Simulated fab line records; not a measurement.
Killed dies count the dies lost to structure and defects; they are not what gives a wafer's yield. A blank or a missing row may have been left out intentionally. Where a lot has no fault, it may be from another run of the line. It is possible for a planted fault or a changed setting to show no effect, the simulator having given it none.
fab line records	flow gf180mcu
[record] lots = 10	wafers = 30	lastDay = 34
route steps=602 shown V4@502 MIM@506 TOP_METAL@584 PASSIVATION@587
lots that met no fault: from a run of the same line without faults
startH: the number of hours between the record's first day and the start of the first shown wafer of the lot	waitH: hours since the lot's step before	" same as the row above	L1.1+2: several wafers, shown together as one row	- no value present, or no start provided	* or withheld: withheld	< > ~ a bound
route shown NAME@n: NAME is a module with steps in the file, n the number in the route of the first one	usual: mean and standard deviation over wafers with no fault	same: alike in all rows	chamber/n: place in a boat	sites: readings site by site	_std_site: standard deviation across them	_edge_site: mean of outer sites minus mean of inner sites	radiusMm: for every site, how far away it sits from the centre of the wafer	mask NAME#n: copy n	behind: the last tool/chamber to shape the wafer	hold: why the lot was held/for how many hours/how that ended	device: names the non-switching transistor (n, p or np)	end of line: at the end of the route, the tests of the same wafers	a step without rows: its recipe alone	killed: not the wafer's yield, but the dies lost to structure and defects at the first sort	map: a wafer's dies, x killed, . not, _ none there
set.NAME: the run value of the setting; set.NAME@STEP: its run value at that earlier step	model.NAME: the simulator's own value behind a step, which no gauge read
the route's steps for a sample of lots (tables are steps, rows are wafers)
services: when a tool's chamber went out of use (startH, in hours from the record's first day, below 0 if earlier), for how many hours, and the reason
[[steps]]
[step GF_V4_CMP_26]
[recipe] stopOn = SiO2	downForcePsi = 3.5	platenRpm = 60	tOverpolishS = 15	targetThkNm = 0	padVelocityMS = 0.94248
[usual] motorCurrentA = 10.4/0.63	overpolishRunS = 14.999/0.009	timeToEndpointS = 83/3.5
lot.wafer	tool	chamber	startH	waitH	motorCurrentA	overpolishRunS	timeToEndpointS
L253.1	cmp-02	0	575.01	0.1	10.6	14.998	82
L253.2	"	1	"	"	10.0	14.994	89
L253.4	"	2	"	"	10.5	15.017	81
L256.4	cmp-02	1	600.84	0.0	9.4	14.993	88
L256.3	"	3	"	"	10.5	15.010	86
L256.5	"	1	"	"	9.9	15.011	91
L257.4	cmp-01	3	609.34	0.2	9.9	15.004	85
L257.6	"	0	"	"	11.2	14.998	81
L257.5	"	1	"	"	9.9	14.991	81
L258.4	cmp-02	3	616.41	0.2	11.0	15.009	85
L258.6	"	0	"	"	10.7	14.994	83
L258.5	"	1	"	"	9.2	14.993	88
L260.4	cmp-02	1	641.19	0.0	9.8	15.011	86
L260.5	"	1	"	"	9.6	15.012	87
L260.6	"	2	"	"	11.2	15.010	83
L262.3	cmp-02	3	652.57	0.1	10.8	14.995	84
L262.4	"	0	"	"	10.6	14.988	82
L262.2	"	1	"	"	9.9	15.006	82
L265.1	cmp-02	2	673.88	0.1	11.3	14.999	79
L265.3	"	3	"	"	10.3	15.006	85
L265.4	"	0	"	"	10.3	15.005	84
L269.2	cmp-01	1	696.91	0.1	10.0	14.999	83
L269.3	"	2	"	"	10.5	14.992	80
L269.1	"	3	"	"	10.2	15.000	84
L273.4	cmp-01	0	725.09	0.0	11.4	15.008	79
L273.3	"	1	"	"	10.2	15.000	80
L273.2	"	2	"	"	10.0	15.012	80
L274.4	cmp-02	2	733.75	0.0	11.1	15.010	83
L274.1	"	3	"	"	10.1	14.997	85
L274.3	"	0	"	"	10.6	15.000	80
[step GF_MIM_SPUTTER_03]
[recipe] material = Ti	targetThkNm = 10	substrateTempC = 300	chamberPressurePa = 0.3	powerW = 3000	timeS = 6.7
[usual] throttleValvePct = 29.7/1.1
lot.wafer	tool	chamber	startH	waitH	throttleValvePct
L253.1	pvdSputter-03	-	575.47	0.0	29.5
L253.2	"	-	"	"	27.5
L253.4	"	-	"	"	29.2
L256.3	pvdSputter-03	-	601.30	0.0	29.5
L256.4	"	-	"	"	29.5
L256.5	"	-	"	"	29.2
L257.4	pvdSputter-03	-	609.65	0.0	29.2
L257.5	"	-	"	"	29.3
L257.6	"	-	"	"	30.0
L258.4	pvdSputter-03	-	616.73	0.0	29.5
L258.5	"	-	"	"	29.4
L258.6	"	-	"	"	27.6
L260.4	pvdSputter-01	-	641.65	0.0	31.1
L260.5	"	-	"	"	31.3
L260.6	"	-	"	"	30.1
L262.2	pvdSputter-01	-	653.03	0.0	29.0
L262.3	"	-	"	"	29.9
L262.4	"	-	"	"	31.0
L265.1	pvdSputter-01	-	674.36	0.0	30.8
L265.3	"	-	"	"	31.4
L265.4	"	-	"	"	30.2
L269.1	pvdSputter-01	-	697.32	0.0	31.0
L269.2	"	-	"	"	31.4
L269.3	"	-	"	"	30.2
L273.2	pvdSputter-03	-	725.55	0.0	29.3
L273.3	"	-	"	"	29.4
L273.4	"	-	"	"	30.3
L274.1	pvdSputter-01	-	734.22	0.0	30.9
L274.3	"	-	"	"	31.3
L274.4	"	-	"	"	28.9
[step GF_TOP_METAL_STRIP_17]
[recipe] chemistry = O2/N2	powerW = 1400	pressureMtorr = 1500	platenTempC = 250	o2FlowSccm = 3000	n2FlowSccm = 300	overashFraction = 0.5
[usual] drypumpMotorCurrentA = 5.5/0.33	heaterPowerW = 309/39	oesProductAu = 0.710/0.0043	stripTimeToEndpointS = 13.51/0.087
[same] overashFraction = 0.5
lot.wafer	tool	chamber	startH	waitH	drypumpMotorCurrentA	heaterPowerW	oesProductAu	rfHoursCounterH	stripTimeToEndpointS
L253.1	plasmaAsher-03	0	659.34	0.3	5.4	341	0.714	25	13.51
L253.2	"	1	"	"	5.3	324	0.704	25	13.58
L253.4	"	1	"	"	5.3	332	0.711	-	13.47
L256.3	plasmaAsher-04	0	682.81	0.1	5.9	302	0.714	-	13.61
L256.4	"	1	"	"	5.9	364	0.707	-	13.55
L256.5	"	1	"	"	5.9	364	0.716	-	13.56
L257.4	plasmaAsher-02	1	692.92	0.1	5.0	254	0.705	-	13.45
L257.5	"	1	"	"	4.9	247	0.704	-	13.33
L257.6	"	0	"	"	5.7	281	0.712	-	13.48
L258.4	plasmaAsher-03	0	696.31	0.1	5.3	336	0.713	-	13.50
L258.5	"	0	"	"	5.4	339	0.710	-	13.48
L258.6	"	1	"	"	5.3	335	0.711	-	13.66
L260.4	plasmaAsher-02	0	719.29	0.1	5.6	279	0.705	-	13.49
L260.5	"	1	"	"	5.0	248	0.698	-	13.44
L260.6	"	0	"	"	5.6	279	0.710	-	13.47
L262.2	plasmaAsher-02	0	730.82	0.1	5.6	277	0.710	115	13.55
L262.3	"	1	"	"	4.9	255	0.716	-	13.64
L262.4	"	0	"	"	5.6	274	0.707	-	13.52
L265.1	plasmaAsher-02	0	751.08	0.1	5.6	275	0.708	1	13.57
L265.3	"	0	"	"	5.6	277	0.712	-	13.45
L265.4	"	1	"	"	5.0	250	0.718	-	13.54
L269.1	plasmaAsher-02	1	770.42	0.1	4.9	247	0.703	3	13.48
L269.2	"	0	"	"	5.6	284	0.710	3	13.54
L269.3	"	0	"	"	5.6	283	0.703	-	13.57
L273.2	plasmaAsher-02	1	792.62	0.1	5.0	241	0.713	5	13.51
L273.3	"	0	"	"	5.6	279	0.715	-	13.58
L273.4	"	1	"	"	5.0	246	0.708	-	13.48
L274.1	plasmaAsher-03	0	801.46	0.1	5.4	339	0.706	40	13.51
L274.3	"	0	"	"	5.4	341	0.706	-	13.72
L274.4	"	1	"	"	5.3	321	0.702	-	13.42
[step GF_PASSIVATION_CVD_00]
[recipe] material = SiO2	targetThkNm = 1000	precursor = TEOS	tempC = 400	timeS = 111.95	rfW = 600
[usual] heaterPowerW = 638/81
lot.wafer	tool	chamber	startH	waitH	heaterPowerW
L253.1	pecvd-01	0	659.91	0.0	592
L253.2	"	2	"	"	582
L253.4	"	0	"	"	663
L256.3	pecvd-04	0	683.39	0.0	812
L256.4	"	2	"	"	601
L256.5	"	0	"	"	643
L257.4	pecvd-04	0	693.46	0.0	796
L257.5	"	2	"	"	735
L257.6	"	0	"	"	631
L258.4	pecvd-01	2	696.85	0.0	573
L258.5	"	1	"	"	719
L258.6	"	0	"	"	682
L260.4	pecvd-03	0	719.87	0.0	630
L260.5	"	1	"	"	581
L260.6	"	2	"	"	633
L262.2	pecvd-04	0	731.35	0.0	714
L262.3	"	1	"	"	639
L262.4	"	2	"	"	732
L265.1	pecvd-01	2	751.64	0.0	606
L265.3	"	1	"	"	730
L265.4	"	0	"	"	602
L269.1	pecvd-03	0	770.99	0.0	659
L269.2	"	1	"	"	515
L269.3	"	2	"	"	508
L273.2	pecvd-03	1	793.24	0.0	588
L273.3	"	2	"	"	545
L273.4	"	0	"	"	545
L274.1	pecvd-01	2	802.07	0.0	700
L274.3	"	1	"	"	762
L274.4	"	0	"	"	601
[step GF_PASSIVATION_THK_MEAS_01]
[recipe] reads = SiO2_of_PASSIVATION_CVD_00
[usual] PASSIVATION_CVD_00_THK = 1003/14
lot.wafer	tool	chamber	startH	waitH	hold	PASSIVATION_CVD_00_THK[nm]
L253.1	filmMetro-03	-	659.98	0.0	-	995
L253.2	"	-	"	"	-	1005
L253.4	"	-	"	"	-	1017
L256.3	filmMetro-03	-	683.49	0.1	-	1017
L256.4	"	-	"	"	-	1013
L256.5	"	-	"	"	-	1028
L257.4	filmMetro-03	-	693.57	0.1	-	995
L257.5	"	-	"	"	-	1008
L257.6	"	-	"	"	-	1007
L258.4	filmMetro-04	-	696.92	0.0	-	1024
L258.5	"	-	"	"	-	1032
L258.6	"	-	"	"	-	1002
L260.4	filmMetro-04	-	719.94	0.0	-	991
L260.5	"	-	"	"	-	1009
L260.6	"	-	"	"	-	987
L262.2	filmMetro-03	-	731.44	0.0	-	996
L262.3	"	-	"	"	-	1018
L262.4	"	-	"	"	-	1019
L265.1	filmMetro-03	-	751.72	0.0	-	995
L265.3	"	-	"	"	-	998
L265.4	"	-	"	"	-	997
L269.1	filmMetro-03	-	771.07	0.0	-	1002
L269.2	"	-	"	"	-	1011
L269.3	"	-	"	"	-	992
L273.2	filmMetro-04	-	793.33	0.0	awaitDispo/0.2h/release	1007
L273.3	"	-	"	"	awaitDispo/0.2h/release	923
L273.4	"	-	"	"	awaitDispo/0.2h/release	1007
L273.2	filmMetro-04	-	793.56	0.2	-	1007
L273.3	"	-	"	"	-	922
L273.4	"	-	"	"	-	1008
L274.1	filmMetro-04	-	802.15	0.0	-	994
L274.3	"	-	"	"	-	1000
L274.4	"	-	"	"	-	1013
[step GF_PASSIVATION_ETCH_11]
[recipe] chemistry = CF4/O2	targetDepthNm = 1800	stopOn = TiN	sourceW = 776.8	biasW = 150	pressureMtorr = 150	cf4FlowSccm = 80	O2_flow_sccm = 10	timeS = 400
[usual] O2_flow_sccm = 9.999/0.029	drypumpMotorCurrentA = 5.45/0.29	oesProductAu = 0.961/0.0077	throttleValvePct = 5.961/0.0087
lot.wafer	tool	chamber	startH	waitH	O2_flow_sccm	drypumpMotorCurrentA	oesProductAu	rfHoursCounterH	throttleValvePct
L253.1	rieDiel-04	1	678.90	-	9.938	5.58	0.958	7	5.953
L253.2	"	0	"	"	9.987	5.46	0.952	13	5.968
L253.4	"	2	"	"	10.013	5.77	0.960	18	5.962
L256.3	rieDiel-03	1	702.34	-	10.066	5.04	0.967	3	5.969
L256.4	"	2	"	"	10.021	5.27	0.969	6	5.968
L256.5	"	2	"	"	10.010	5.30	0.969	-	5.965
L257.4	rieDiel-03	3	711.46	-	9.998	5.38	0.956	8	5.966
L257.5	"	0	"	"	10.014	5.26	0.960	-	5.964
L257.6	"	1	"	"	9.980	5.05	0.955	-	5.965
L258.4	rieDiel-04	1	715.30	-	9.958	5.58	0.974	8	5.985
L258.5	"	1	"	"	9.960	5.56	0.966	-	5.970
L258.6	"	2	"	"	10.012	5.75	0.962	-	5.959
L260.4	rieDiel-03	2	737.50	-	10.011	5.27	0.951	7	5.956
L260.5	"	1	"	"	9.968	5.06	0.968	-	5.962
L260.6	"	2	"	"	10.018	5.23	0.946	-	5.966
L262.2	rieDiel-03	0	748.50	-	9.974	5.27	0.962	16	5.963
L262.3	"	2	"	"	9.994	5.22	0.961	8	5.970
L262.4	"	3	"	"	10.027	5.38	0.971	9	5.954
L265.1	rieDiel-02	1	768.10	-	10.022	5.46	0.952	1	5.960
L265.3	"	3	"	"	10.023	6.17	0.954	11	5.957
L265.4	"	1	"	"	10.061	5.46	0.959	-	5.971
L269.1	rieDiel-03	2	786.85	-	10.000	5.27	0.963	10	5.968
L269.2	"	3	"	"	10.023	5.42	0.954	11	5.964
L269.3	"	0	"	"	10.019	5.26	0.950	19	5.966
L273.2	rieDiel-04	0	807.65	-	10.017	5.46	0.965	18	5.952
L273.3	"	2	"	"	10.038	5.76	0.936	23	5.943
L273.4	"	1	"	"	9.939	5.57	0.960	12	5.968
L274.1	rieDiel-04	3	816.70	-	10.005	5.51	0.959	23	5.942
L274.3	"	0	"	"	10.020	5.47	0.956	18	5.958
L274.4	"	1	"	"	10.021	5.56	0.970	13	5.963
[[services]]
tool	chamber	startH	hours	kind
cmp-02	-	559.53	12.8	pm
rieDiel-03	1	562.41	9.7	repair
rieDiel-04	0	570.75	5.3	repair
pvdSputter-01	-	571.73	1.6	repair
cmp-01	-	572.14	4.0	pm
cmp-02	-	575.69	0.6	repair
plasmaAsher-02	-	576.80	10.1	repair
pecvd-01	-	577.04	0.5	repair
rieDiel-04	1	580.93	27.4	repair
pecvd-01	-	591.12	14.0	pm
rieDiel-03	-	614.61	0.7	repair
cmp-01	-	661.52	4.0	pm
cmp-02	-	667.25	4.3	pm
cmp-01	-	676.16	0.7	repair
pecvd-04	1	679.71	4.2	repair
rieDiel-04	1	693.33	7.3	repair
rieDiel-04	-	693.86	0.6	repair
rieDiel-03	0	699.47	1.4	repair
rieDiel-03	-	706.86	0.3	repair
plasmaAsher-02	-	733.75	9.0	pm
cmp-02	-	744.00	4.0	pm
rieDiel-03	1	763.50	19.2	repair
rieDiel-04	0	791.17	5.3	repair
cmp-02	-	792.20	0.2	repair
[[key]]
[firstSign] step = GF_PASSIVATION_THK_MEAS_01	reading = visit	direction = added
[effect] step = GF_PASSIVATION_THK_MEAS_01	reading = PASSIVATION_CVD_00_THK	direction = down	sigmas = 5.7	usual = 1003	struck = 923
[effect] step = GF_PASSIVATION_ETCH_11	reading = oesProductAu	direction = down	sigmas = 3.2	usual = 0.961	struck = 0.936
metAt GF_PASSIVATION_CVD_00
struckLots L273
struckWafers L273.3
notActingAt GF_V4_CMP_26,GF_MIM_SPUTTER_03,GF_TOP_METAL_STRIP_17
onsetBetween 770.99 793.24
[fault] kind = processParameterDrift	tool = pecvd-03	chamber = -	onsetH = 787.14	steps = GF_PASSIVATION_CVD_00	channel = targetThkNm	offset = -63.412	shape = step	endH = 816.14	scope = struckWafersOnly	actsIn = theseRecipesOnly	stated = 1000
